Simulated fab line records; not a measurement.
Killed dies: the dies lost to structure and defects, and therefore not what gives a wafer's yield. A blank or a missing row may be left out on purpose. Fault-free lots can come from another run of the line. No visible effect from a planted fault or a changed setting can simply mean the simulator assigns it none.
2 desks looking at one fault ; flow sky130 ; every desk sees just its own numbers, and what lay behind them comes last

THE METROLOGY DESK
Lot by lot, what the gauges showed, no matter which tool ran the lot: averages of those sampled wafers that carry a number. The brackets show how far a lot's mean lies from the usual mean; more than 4 standard deviations puts the lot out of limits, marked OUT.
Columns: A = VT_ADJUST_PCH_OVL at SKY_VT_ADJUST_PCH_OVL_MEAS_07, usual 0.7 nm; B = LDD_P_TW at SKY_LDD_P_TW_MEAS_11, usual 640; C = LOCAL_INTERCONNECT_TIN_RS at SKY_LOCAL_INTERCONNECT_RS_MEAS_01, usual 14.15 ohm/sq; D = LOCAL_INTERCONNECT_TIN_THK at SKY_LOCAL_INTERCONNECT_THK_MEAS_02, usual 101.3 nm; E = LOCAL_INTERCONNECT_OVL at SKY_LOCAL_INTERCONNECT_OVL_MEAS_12, usual 0 nm
lot;first seen here;A;B;C;D;E
L343;day 10 10:08;0.0;634;14.17;101.0;-3
L344;day 10 14:22;1.1;642;14.14;102.1;-4
L346;day 11 06:21;0.9;647;13.97;102.7;-1
L353;day 13 13:33;1.3;641;13.46 (-5.3) OUT;106.2 (+4.4) OUT;4
L357;day 15 01:13;1.4;645;13.75;104.5;-3
L358;day 15 01:33;1.0;646;14.09;101.9;4
L360;day 15 22:21;1.4;645;14.03;102.5;-0
L362;day 16 14:29;-1.1;637;14.19;100.3;2
L364;day 17 08:12;0.6;633;14.06;101.2;-0
L365;day 17 15:49;0.1;643;14.09;101.4;-2
L366;day 18 05:35;1.4;629;14.21;101.1;2
Finding of this desk: L353 out of limits, first seen on L353 at day 32 14:40 (LOCAL_INTERCONNECT_TIN_RS at SKY_LOCAL_INTERCONNECT_RS_MEAS_01). L343, L344, L346, L357, L358, L360, L362, L364, L365, L366: within limits.

TOOL OWNER'S DESK, pvdSputter-04
The tool's own readings at SKY_LOCAL_INTERCONNECT_SPUTTER_00 (material TiN, target thk 100 nm, time 83.3 s): means of the sampled wafers that have a number, for each lot that ran on this tool. The brackets show how far a lot's mean lies from the usual mean; more than 4 standard deviations puts the lot out of limits, marked OUT.
Columns: A = substrateTempC at SKY_LOCAL_INTERCONNECT_SPUTTER_00, usual 300.01 C; B = throttleValvePct at SKY_LOCAL_INTERCONNECT_SPUTTER_00, usual 29.8 %
lot;first seen here;A;B
L343;day 29 04:59;299.95;30.8
L353;day 32 14:32;299.91;30.7
L357;day 34 06:55;299.91;29.9
L365;day 36 12:22;300.06;30.9
This desk found nothing out of limits on any of the 4 lots.

PUT TOGETHER
Metrology desk: alarm possible at day 32 14:40 on L353.
Nothing out of limits was seen by the tool owner's desk.
On record at the tool owner's desk: L353, within its limits.
All the named lots went through SKY_LOCAL_INTERCONNECT_SPUTTER_00 on pvdSputter-04.

WHAT WAS PUT IN BY THE SIMULATOR
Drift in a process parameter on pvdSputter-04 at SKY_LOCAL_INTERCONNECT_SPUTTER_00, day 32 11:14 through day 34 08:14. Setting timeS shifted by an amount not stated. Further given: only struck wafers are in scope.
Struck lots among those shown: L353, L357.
Delay in hours, fault start to first out-of-limits reading, per desk: metrology desk 3.
